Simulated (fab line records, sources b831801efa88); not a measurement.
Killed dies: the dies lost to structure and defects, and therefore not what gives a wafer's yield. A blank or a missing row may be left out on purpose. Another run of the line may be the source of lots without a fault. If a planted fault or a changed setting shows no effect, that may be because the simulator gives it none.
What tool caused it? + flow sky130 + 21 wafers from 7 lots sampled at 3 of the route's 708 steps

== WHAT THE GAUGES SHOWED, per wafer ==
SKY_VIA2_OVL_MEAS_13.
| lot  | measured     | on         | VIA2_OVL (nm) |
|------|--------------|------------|---------------|
| L467 | day 38 10:11 | overlay-01 | 0 -9 -11      |
| L468 | day 38 11:20 | overlay-02 | 1 0 4         |
| L469 | day 38 16:56 | overlay-02 | -2 -5 3       |
| L472 | day 39 04:53 | overlay-01 | 0 2 8         |
| L482 | day 41 22:51 | overlay-02 | -11 -1 1      |
| L483 | day 42 09:56 | overlay-01 | -2 -3 -11     |
| L487 | day 43 01:59 | overlay-01 | 3 -3 6        |

== WHICH TOOL RAN EACH LOT (tool, then ch and the chambers of the sampled wafers, then the start) ==
| lot  | SKY_METAL1_SPUTTER_03       | SKY_METAL2_SPUTTER_02       |
|------|-----------------------------|-----------------------------|
| L467 | pvdSputter-04, day 33 19:43 | pvdSputter-04, day 36 03:53 |
| L468 | pvdSputter-03, day 33 21:33 | pvdSputter-04, day 36 05:09 |
| L469 | pvdSputter-03, day 34 01:11 | pvdSputter-02, day 36 09:42 |
| L472 | pvdSputter-03, day 34 14:41 | pvdSputter-04, day 36 22:14 |
| L482 | pvdSputter-01, day 37 14:40 | pvdSputter-01, day 39 20:10 |
| L483 | pvdSputter-04, day 38 01:43 | pvdSputter-02, day 40 06:39 |
| L487 | pvdSputter-04, day 38 20:11 | pvdSputter-01, day 41 00:31 |
- SKY_METAL1_SPUTTER_03: material Ti, target thk 5 nm, time 3.3 s.
- SKY_METAL2_SPUTTER_02: material AlCu, target thk 250 nm, time 13.3 s.

== THE ANSWER, worked out from the rows above alone ==
Rule: usual is defined by the lots themselves. Put in order of their means at a reading, lots are off if they are a third of the lots or fewer, leave a main group of 4 or more, and stand apart from it by a gap of 3 or more times the standard deviation of the main group's means; of several such gaps the widest counts. If all means in a main group match to the digits the tables above print for the reading, that group is not used. Also off: a lot with no number at a reading for which 4 or more lots have one. All remaining lots with rows at the step are treated as sound.
Across all readings shown, no lot is off: no conclusion can be drawn from this.

== WHAT HAD BEEN PUT IN BY THE SIMULATOR ==
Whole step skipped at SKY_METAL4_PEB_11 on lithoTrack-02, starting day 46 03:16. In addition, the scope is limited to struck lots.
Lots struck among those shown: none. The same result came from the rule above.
